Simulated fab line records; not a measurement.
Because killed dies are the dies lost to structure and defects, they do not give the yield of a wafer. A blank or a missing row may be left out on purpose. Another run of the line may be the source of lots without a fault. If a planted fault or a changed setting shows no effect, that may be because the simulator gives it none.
Problem report, 8D (eight disciplines) form, completed by code | flow gf180mcu | the parts of the form that need people (team, actions taken, sign-off) are left out

## 1. THE PROBLEM
MVPSD_TW at GF_MVPSD_TW_MEAS_11 reads a mean of 759 on 6 wafers of 2 lots; wafers without a fault read 557 with a standard deviation of 3.7. Measured from the usual mean, that is +55 standard deviations.
First observed at day 7 18:11: wafer L535.2, on film metro-04. The record has a number at this step for 36 wafers belonging to 12 lots. Rule for "out" (also "out of limits"): further than 4 standard deviations from the usual mean. Any other wafer with a number is counted as sound.

## 2. WHAT IT IS AND WHAT IT IS NOT
question                    | is                           | is not
which readings at this step | MVPSD_TW                     | -
which lots                  | L535, L538                   | L524, L527, L528, L529, L531, L532, L534, L536, L537, L547
which wafers of those lots  | all that have a number       | -
read on which gauges        | film metro-01, film metro-04 | film metro-03
when                        | from day 7 18:11             | up to then (21 sound wafers); but 9 sound wafers of L536, L537, L547 came after

## 3. SUSPECTS, AND WHAT RULES EACH OUT
Counting: a tool at a process step up to the reading stays a suspect if it ran every lot that is out and no sound lot after the first of them.
- ruled out: the gauge at GF_MVPSD_TW_MEAS_11. Those wafers that are out were read across 2 gauges (film metro-01, film metro-04).
- implanter-02 at GF_MVPSD_IMPLANT_09: kept. It processed each lot that is out, first L535 at day 7 17:56, and no sound lot thereafter; up to then, the last sound lot it processed was L534 at day 7 13:46. Its own dose ions cm2, faraday current uA readings are out on those wafers.
- plasma asher-02 at GF_MVPSD_STRIP_10 (strips in O2/N2): ruled out as a lasting fault. Following L535 (day 7 18:04), the first lot on it that is out, the sound lots L537 were run on it.
Left after counting: implanter-02 at GF_MVPSD_IMPLANT_09.

## 4. THE CAUSE (what the simulator had put in)
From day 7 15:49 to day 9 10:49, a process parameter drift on implanter-02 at GF_MVPSD_IMPLANT_09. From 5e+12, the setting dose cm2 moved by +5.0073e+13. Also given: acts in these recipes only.
After counting, this tool was the only one left.

## 5. SEQUENCE OF EFFECTS, ordered by route
Rows list readings where the struck wafers' mean (over those with a number) sits beyond 3 standard deviations from the usual. Only readings for which the record gives a usual standard deviation are gone through. hours: the time from each lot's start at the first step in this table that gives one to its start at this step, as a median over the lots. sigmas: the change in usual standard deviations.
hours | step                     | reading            | usual         | on struck wafers | change     | sigmas
0     | GF_MVPSD_IMPLANT_09      | dose ions cm2      | 5.002e+12     | 5.507e+13        | +5.007e+13 | +99 or more
0     | GF_MVPSD_IMPLANT_09      | faraday current uA | 28.2          | 309.8            | +281.6     | +99 or more
0     | GF_MVPSD_TW_MEAS_11      | MVPSD_TW           | 557           | 759              | +202       | +55
71    | GF_VT_IMPLANT_RS_MEAS_49 | MVPSD_RS           | 1167.6 ohm/sq | 587.2            | -580.3     | -99 or more
Here are the process steps it includes:
- GF_MVPSD_IMPLANT_09

## 6. WHAT WOULD HAVE CAUGHT IT SOONER
In this record the first reading out of limits at a measuring or inspecting step was taken at day 7 18:11, 2 hours after the fault began at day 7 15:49.
The tool's own readings at GF_MVPSD_IMPLANT_09 were out on every struck wafer that the step has a row for (dose ions cm2, faraday current uA): an alarm limit on them would have fired on the first of those.
Lots out: 2; of these, L538 started GF_MVPSD_IMPLANT_09 on implanter-02 after day 7 18:11. It would have been spared by a hold on the tool at that moment.
